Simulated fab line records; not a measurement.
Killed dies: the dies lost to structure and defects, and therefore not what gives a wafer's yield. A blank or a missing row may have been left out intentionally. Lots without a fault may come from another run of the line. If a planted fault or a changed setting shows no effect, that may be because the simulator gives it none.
Which tool was responsible? | flow sky130 | 45 wafers from 15 lots sampled at 4 of the route's 708 steps

WHAT THE GAUGES READ, wafer by wafer
SKY_LDD_N_TW_MEAS_17.
lot  | measured     | on           | LDD_N_TW
L415 | day 17 09:34 | filmMetro-03 | 2623 2623 2622
L417 | day 18 17:20 | filmMetro-03 | 2609 2621 2624
L416 | day 18 17:37 | filmMetro-02 | 2526 2533 2522
L418 | day 19 00:55 | filmMetro-02 | 2522 2536 2529
L419 | day 19 01:01 | filmMetro-04 | 2554 2543 2545
L420 | day 19 16:50 | filmMetro-03 | 2634 2624 2619
L421 | day 20 05:40 | filmMetro-03 | 2625 2630 2639
L422 | day 20 13:58 | filmMetro-04 | 2561 2558 2565
L423 | day 20 20:42 | filmMetro-04 | 2567 2558 2544
L424 | day 21 10:19 | filmMetro-04 | 2527 2527 2531
L425 | day 21 16:46 | filmMetro-03 | 2607 2597 2603
L426 | day 22 09:41 | filmMetro-02 | 2525 2542 2537
L431 | day 23 21:38 | filmMetro-03 | 2609 2608 2612
L433 | day 24 07:53 | filmMetro-02 | 2525 2522 2522
L432 | day 24 10:07 | filmMetro-02 | 2532 2549 2538

TOOL THAT RAN EACH LOT (tool first, then ch and the chambers of the sampled wafers, then the start)
lot  | SKY_RES_PROTECT_STRIP_07            | SKY_POLY_GATE_ETCH_17           | SKY_LDD_N_IMPLANT_14
L415 | plasmaAsher-04 ch 0,1, day 14 18:08 | rieSi-01 ch 0,2, day 15 23:57   | implanter-01 ch 0, day 17 09:11
L417 | plasmaAsher-03 ch 0,1, day 16 00:05 | rieSi-02 ch 1,2,3, day 17 07:11 | implanter-02 ch 0, day 18 16:56
L416 | plasmaAsher-02 ch 0,1, day 16 00:32 | rieSi-01 ch 0,3, day 17 08:11   | implanter-03 ch 0, day 18 17:13
L418 | plasmaAsher-02 ch 0,1, day 16 05:58 | rieSi-01 ch 0,2, day 17 13:04   | implanter-01 ch 0, day 19 00:32
L419 | plasmaAsher-03 ch 0,1, day 16 07:25 | rieSi-02 ch 0,3, day 17 15:38   | implanter-03 ch 0, day 19 00:37
L420 | plasmaAsher-04 ch 0,1, day 16 22:17 | rieSi-01 ch 0,1, day 18 06:46   | implanter-01 ch 0, day 19 16:26
L421 | plasmaAsher-03 ch 0,1, day 17 11:32 | rieSi-02 ch 1,3, day 18 19:53   | implanter-03 ch 0, day 20 05:16
L422 | plasmaAsher-04 ch 1, day 17 19:11   | rieSi-02 ch 1,2, day 19 04:19   | implanter-02 ch 0, day 20 13:35
L423 | plasmaAsher-04 ch 0,1, day 18 02:04 | rieSi-01 ch 0,3, day 19 10:22   | implanter-01 ch 0, day 20 20:19
L424 | plasmaAsher-03 ch 0,1, day 18 14:08 | rieSi-01 ch 0,1,2, day 20 00:07 | implanter-01 ch 0, day 21 09:56
L425 | plasmaAsher-04 ch 0,1, day 18 21:17 | rieSi-01 ch 0,1,2, day 20 07:29 | implanter-01 ch 0, day 21 16:22
L426 | plasmaAsher-03 ch 0,1, day 19 14:40 | rieSi-01 ch 1,2,3, day 20 23:53 | implanter-03 ch 0, day 22 09:19
L431 | plasmaAsher-04 ch 0,1, day 21 04:46 | rieSi-02 ch 1,2, day 22 13:05   | implanter-03, day 23 21:14
L433 | plasmaAsher-02 ch 0,1, day 21 15:28 | rieSi-01 ch 0,2,3, day 22 23:22 | implanter-02, day 24 07:29
L432 | plasmaAsher-04 ch 0,1, day 21 15:46 | rieSi-02 ch 0,2,3, day 23 01:07 | implanter-02, day 24 09:43
- SKY_RES_PROTECT_STRIP_07: strips in O2/N2.
- SKY_POLY_GATE_ETCH_17: etches poly-Si in HBr/Cl2, stops on SiO2, target depth 180 nm, time 70.5 s.
- SKY_LDD_N_IMPLANT_14

AS READ BY THE TOOLS THEMSELVES (means over the sampled wafers that have a number; for cases with no such wafer, the mark the record gives instead)
SKY_RES_PROTECT_STRIP_07.
lot  | tool           | drypumpMotorCurrentA (A) | oesProductAu (a.u.) | stripTimeToEndpointS (s)
L415 | plasmaAsher-04 | 5.5                      | 0.512               | 23.33
L417 | plasmaAsher-03 | 5.9                      | 0.517               | 23.36
L416 | plasmaAsher-02 | 5.7                      | 0.520               | 23.31
L418 | plasmaAsher-02 | 5.5                      | 0.518               | 23.30
L419 | plasmaAsher-03 | 5.9                      | 0.515               | 23.27
L420 | plasmaAsher-04 | 5.3                      | 0.520               | 23.31
L421 | plasmaAsher-03 | 6.2                      | 0.518               | 23.24
L422 | plasmaAsher-04 | 5.1                      | 0.518               | 23.36
L423 | plasmaAsher-04 | 5.3                      | 0.520               | 23.28
L424 | plasmaAsher-03 | 5.9                      | 0.515               | 23.31
L425 | plasmaAsher-04 | 5.3                      | 0.515               | 23.36
L426 | plasmaAsher-03 | 5.9                      | 0.515               | 23.30
L431 | plasmaAsher-04 | 5.3                      | 0.515               | 23.30
L433 | plasmaAsher-02 | 5.7                      | 0.515               | 23.34
L432 | plasmaAsher-04 | 5.3                      | 0.518               | 23.34

SKY_POLY_GATE_ETCH_17.
lot  | tool     | drypumpMotorCurrentA (A) | heBacksideLeakSccm (sccm) | oesProductAu (a.u.) | throttleValvePct (%)
L415 | rieSi-01 | 5.9                      | 2.5                       | 0.980               | 33.689
L417 | rieSi-02 | 5.2                      | 2.9                       | 0.972               | 33.682
L416 | rieSi-01 | 6.2                      | 2.6                       | 0.972               | 33.676
L418 | rieSi-01 | 6.2                      | 2.4                       | 0.983               | 33.690
L419 | rieSi-02 | 5.1                      | 2.7                       | 0.977               | 33.690
L420 | rieSi-01 | 6.4                      | 2.6                       | 0.987               | 33.692
L421 | rieSi-02 | 5.2                      | 2.8                       | 0.986               | 33.687
L422 | rieSi-02 | 5.2                      | 2.9                       | 0.987               | 33.690
L423 | rieSi-01 | 6.2                      | 2.7                       | 0.991               | 33.686
L424 | rieSi-01 | 6.0                      | 2.4                       | 0.992               | 33.690
L425 | rieSi-01 | 6.0                      | 2.6                       | 0.980               | 33.675
L426 | rieSi-01 | 5.7                      | 2.4                       | 0.980               | 33.689
L431 | rieSi-02 | 5.1                      | 2.8                       | 0.980               | 33.685
L433 | rieSi-01 | 5.9                      | 2.6                       | 0.975               | 33.689
L432 | rieSi-02 | 5.1                      | 2.9                       | 0.983               | 33.695

SKY_LDD_N_IMPLANT_14.
lot  | tool         | beamEnergyKeV | beamOnS (s) | faradayCurrentUA
L415 | implanter-01 | 49.987        | 10.04       | 28.1
L417 | implanter-02 | 49.976        | 10.08       | 28.0
L416 | implanter-03 | 50.015        | 9.75        | 28.9
L418 | implanter-01 | 49.989        | 9.89        | 28.5
L419 | implanter-03 | 50.013        | 10.15       | 27.9
L420 | implanter-01 | 49.998        | 10.06       | 28.0
L421 | implanter-03 | 49.998        | 9.97        | 28.2
L422 | implanter-02 | 49.993        | 10.30       | 27.4
L423 | implanter-01 | 49.998        | 9.85        | 28.6
L424 | implanter-01 | 50.004        | 10.00       | 28.2
L425 | implanter-01 | 50.003        | 10.00       | 28.2
L426 | implanter-03 | 49.976        | 10.06       | 28.1
L431 | implanter-03 | -             | -           | -
L433 | implanter-02 | -             | -           | -
L432 | implanter-02 | -             | -           | -

THE ANSWER, worked out from the rows above alone
Rule: usual is defined by the lots themselves. Put in order of their means at a reading, lots are off if they are a third of the lots or fewer, leave a main group of 4 or more, and stand apart from it by a gap of 3 or more times the standard deviation of the main group's means; of several such gaps the widest counts. A main group is skipped when, at the precision printed for the reading in the tables above, its means are all equal. A lot without any number at a reading at which 4 lots or more have one is off too. Where the step has rows for the other lots, those lots are counted as sound. The gauges are gone through in route order, then the tools' own readings, and for those a lot's mean is taken as printed above. At the first step where some lot is off, the reading lying furthest off is the one used; lots without a number count as furthest.
Off: L431, L433, L432, at SKY_LDD_N_IMPLANT_14 (beamEnergyKeV). Without a number there: L431, L433, L432. Main group: mean 49.996, sd 0.012.
If a tool, at that step or one of the process steps before it, ran each lot that is off and ran no sound lot following the first of them, it fits. None of those tried fits.

WHAT THE SIMULATOR PUT IN
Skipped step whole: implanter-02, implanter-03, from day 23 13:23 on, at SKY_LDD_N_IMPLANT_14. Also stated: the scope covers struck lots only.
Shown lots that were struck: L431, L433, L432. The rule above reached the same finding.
